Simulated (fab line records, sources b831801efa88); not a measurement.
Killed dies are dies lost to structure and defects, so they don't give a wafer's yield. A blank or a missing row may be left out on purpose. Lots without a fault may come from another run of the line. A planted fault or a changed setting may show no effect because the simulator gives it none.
Chamber matching | flow gf180mcu | GF_STI_CMP_25 on cmp-01: 3 sister chambers
The step polishes, stops on Si3N4, t overpolish 33 s, target thk 524.6 nm. 14 wafers are shown with their chamber, then 4 later ones without.

WAFERS WITH THEIR CHAMBER
wafer  | chamber | motor_current_A (A) | slurry_flow_ml_min | time_to_endpoint_s (s)
L523.2 | 3       | 11.2                | 150.1              | 127
L523.4 | 2       | 12.7                | 149.9              | 120
L523.5 | 3       | 11.2                | 150.1              | 128
L529.2 | 0       | 12.2                | 150.8              | 120
L529.5 | 3       | 11.8                | 150.2              | 126
L529.6 | 0       | 12.1                | 150.8              | 120
L530.1 | 0       | 12.2                | 150.0              | 116
L530.3 | 3       | 10.8                | 150.4              | 122
L530.6 | 0       | 11.9                | 150.4              | 116
L531.1 | 0       | 12.1                | 149.5              | 125
L531.2 | 2       | 12.2                | 149.6              | 129
L531.5 | 3       | 11.8                | 150.5              | 131
L532.1 | 0       | 11.8                | 150.4              | 123
L532.5 | 3       | 11.8                | 150.4              | 127

SIGNATURES (means of the wafers above)
reading            | chamber 0 | chamber 2 | chamber 3 | scatter within a chamber
motor_current_A    | 12.050    | 12.450    | 11.433    | 0.327
slurry_flow_ml_min | 150.317   | 149.750   | 150.283   | 0.362
time_to_endpoint_s | 120.00    | 124.50    | 126.83    | 3.68
Rule: a wafer's distance from a chamber is the root of the sum, over the readings, of the square of ((its reading less the chamber's mean) divided by the reading's scatter). The wafer belongs to the nearest chamber; if the next one is less than 2 further off, it can't be placed. The scatter: the root of (the sum of the squares of (reading less its chamber's mean) over the shown wafers, divided by (wafers less chambers)).

WAFERS WITHOUT THEIR CHAMBER
wafer  | motor_current_A (A) | slurry_flow_ml_min | time_to_endpoint_s (s)
L532.6 | 12.5                | 150.1              | 122
L533.1 | 12.3                | 150.5              | 125
L533.4 | 11.7                | 150.3              | 125
L542.3 | 11.5                | 150.3              | 126

WHICH CHAMBER EACH WENT THROUGH
wafer  | from the rows above          | in truth
L532.6 | can't be placed: 2 or 0      | 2
L533.1 | can't be placed: 0 or 2 or 3 | 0
L533.4 | can't be placed: 3 or 0 or 2 | 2
L542.3 | 3                            | 3
Placed correctly: 1 of 4. Can't be placed from these rows: 3 (the true chamber is among the candidates in 3). Placed wrongly: 0.
